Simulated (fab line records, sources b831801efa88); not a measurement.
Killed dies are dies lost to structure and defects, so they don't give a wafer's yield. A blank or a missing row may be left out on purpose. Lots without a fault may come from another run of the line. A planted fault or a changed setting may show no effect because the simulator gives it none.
Which tool did it? | flow gf180mcu | 6 lots, 18 wafers sampled, at 2 steps of a route of 602

WHAT THE GAUGES READ, wafer by wafer
GF_HV_LDD_TW_MEAS_38.
lot  | measured     | on            | HV_LDD_3_TW
L559 | day 12 07:07 | film_metro-01 | 1437 1438 1434
L564 | day 13 19:37 | film_metro-03 | 1445 1432 1446
L566 | day 14 10:12 | film_metro-03 | 1449 1449 1455
L569 | day 15 07:25 | film_metro-03 | 1450 1446 1453
L573 | day 16 18:51 | film_metro-02 | 1337 1340 1349 1348 1337 1344
L578 | day 18 10:01 | film_metro-02 | 1454 1457 1454

WHICH TOOL RAN EACH LOT (tool, then ch and the chambers of the sampled wafers, then the start)
lot  | GF_HV_LDD_IMPLANT_35
L559 | implanter-01 ch 0, day 12 06:43
L564 | implanter-04 ch 0, day 13 19:13
L566 | implanter-02 ch 0, day 14 09:48
L569 | implanter-04 ch 0, day 15 07:01
L573 | implanter-04 ch 0, day 16 18:09
L578 | implanter-02 ch 0, day 18 09:37
- GF_HV_LDD_IMPLANT_35

THE ANSWER, worked out from the rows above alone
Rule: what is usual is taken from the lots themselves. Put in order of their means at a reading, lots are off if they are a third of the lots or fewer, leave a main group of 4 or more, and stand apart from it by a gap of 3 or more times the standard deviation of the main group's means; of several such gaps the widest counts. A main group whose means are all the same, to the digits that the tables above print for the reading, isn't used. A lot without any number at a reading at which 4 lots or more have one is off too. The other lots that the step has rows for count as sound.
Off: L573, at GF_HV_LDD_TW_MEAS_38 (HV_LDD_3_TW). The main group: mean 1447, standard deviation 6.9.
A tool fits if, at a process step before that reading, it ran every lot that is off, and no sound lot after the first of them. The gauges at GF_HV_LDD_TW_MEAS_38 are tried like those tools. One fits: implanter-04 at GF_HV_LDD_IMPLANT_35. Its last sound lot is L569 (day 15 07:01), its first lot that is off L573 (day 16 18:09): a fault that began between those two fits.

WHAT THE SIMULATOR HAD PUT IN
Process parameter drift: implanter-04, from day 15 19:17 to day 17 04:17, at GF_HV_LDD_IMPLANT_35. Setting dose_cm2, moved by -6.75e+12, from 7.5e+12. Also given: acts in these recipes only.
Lots struck among those shown: L573. The rule above found the same.
